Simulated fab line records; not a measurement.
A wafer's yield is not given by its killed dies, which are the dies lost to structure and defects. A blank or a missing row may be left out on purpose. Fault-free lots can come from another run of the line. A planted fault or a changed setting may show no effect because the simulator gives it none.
The tool behind it: which one? / flow gf180mcu / 6 lots with 18 wafers sampled at 5 steps, on a route of 602 steps

## WHAT THE GAUGES READ, wafer by wafer
GF_V5_THK_MEAS_03.
lot=L200; measured=day 26 14:35; on=film metro-04; V5_CVD_02_THK (nm)=1455 1470 1459
lot=L209; measured=day 29 13:02; on=film metro-02; V5_CVD_02_THK (nm)=1438 1385 1484
lot=L210; measured=day 29 22:03; on=film metro-04; V5_CVD_02_THK (nm)=1455 1395 1485
lot=L212; measured=day 30 06:31; on=film metro-02; V5_CVD_02_THK (nm)=1386 1450 1389
lot=L220; measured=day 32 07:22; on=film metro-02; V5_CVD_02_THK (nm)=1470 1501 1500
lot=L222; measured=day 32 21:30; on=film metro-02; V5_CVD_02_THK (nm)=1426 1475 1461

## EACH LOT AND THE TOOL THAT RAN IT (in order: tool; ch and the chambers of the sampled wafers; start)
lot=L200; GF_MIM_CVD_05=pecvd-02 ch 1,2, day 24 18:46; GF_MIM_SPUTTER_07=pvd sputter-04, day 24 18:52; GF_M5_METAL_ETCH_10=rie metal-04 ch 0,1, day 26 13:43; GF_V5_CVD_02=pecvd-03 ch 0,1, day 26 14:28
lot=L209; GF_MIM_CVD_05=pecvd-02 ch 0,2, day 27 21:04; GF_MIM_SPUTTER_07=pvd sputter-01, day 27 21:09; GF_M5_METAL_ETCH_10=rie metal-01 ch 0,1, day 29 12:10; GF_V5_CVD_02=pecvd-04 ch 0,2, day 29 12:56
lot=L210; GF_MIM_CVD_05=pecvd-02 ch 0,1,2, day 28 04:53; GF_MIM_SPUTTER_07=pvd sputter-02, day 28 04:58; GF_M5_METAL_ETCH_10=rie metal-03 ch 0,1, day 29 21:10; GF_V5_CVD_02=pecvd-04 ch 0,1,2, day 29 21:56
lot=L212; GF_MIM_CVD_05=pecvd-03 ch 0,1, day 28 14:30; GF_MIM_SPUTTER_07=pvd sputter-02, day 28 14:36; GF_M5_METAL_ETCH_10=rie metal-01 ch 0,1, day 30 05:41; GF_V5_CVD_02=pecvd-04 ch 0,2, day 30 06:23
lot=L220; GF_MIM_CVD_05=pecvd-03 ch 0,1, day 30 18:18; GF_MIM_SPUTTER_07=pvd sputter-04, day 30 18:23; GF_M5_METAL_ETCH_10=rie metal-03 ch 0,1, day 32 06:31; GF_V5_CVD_02=pecvd-01 ch 0,1,2, day 32 07:14
lot=L222; GF_MIM_CVD_05=pecvd-02 ch 0,1, day 31 10:35; GF_MIM_SPUTTER_07=pvd sputter-04, day 31 10:40; GF_M5_METAL_ETCH_10=rie metal-01 ch 0,1, day 32 20:38; GF_V5_CVD_02=pecvd-04 ch 1,2, day 32 21:23
- GF_MIM_CVD_05: deposits Si3N4, target thk 42 nm, time 29.086 s.
- GF_MIM_SPUTTER_07: material TiN, target thk 60 nm, time 50 s.
- GF_M5_METAL_ETCH_10: etches the open film in Cl2/BCl3, stops on SiO2, target depth 627.5 nm, time 104.6 s.
- GF_V5_CVD_02: deposits SiO2 from TEOS, target thk 1450 nm, time 163.28 s.

## THE ANSWER, worked out from the rows above alone
Rule: usual is defined by the lots themselves. Put in order of their means at a reading, lots are off if they are a third of the lots or fewer, leave a main group of 4 or more, and stand apart from it by a gap of 3 or more times the standard deviation of the main group's means; of several such gaps the widest counts. Not used: any main group whose means are identical at the precision the tables above print for the reading. A lot without any number at a reading at which 4 lots or more have one is off too. Any other lot the step has rows for is counted as sound.
Nothing can be told from this: no lot is off at any reading shown.

## WHAT HAD BEEN PUT IN BY THE SIMULATOR
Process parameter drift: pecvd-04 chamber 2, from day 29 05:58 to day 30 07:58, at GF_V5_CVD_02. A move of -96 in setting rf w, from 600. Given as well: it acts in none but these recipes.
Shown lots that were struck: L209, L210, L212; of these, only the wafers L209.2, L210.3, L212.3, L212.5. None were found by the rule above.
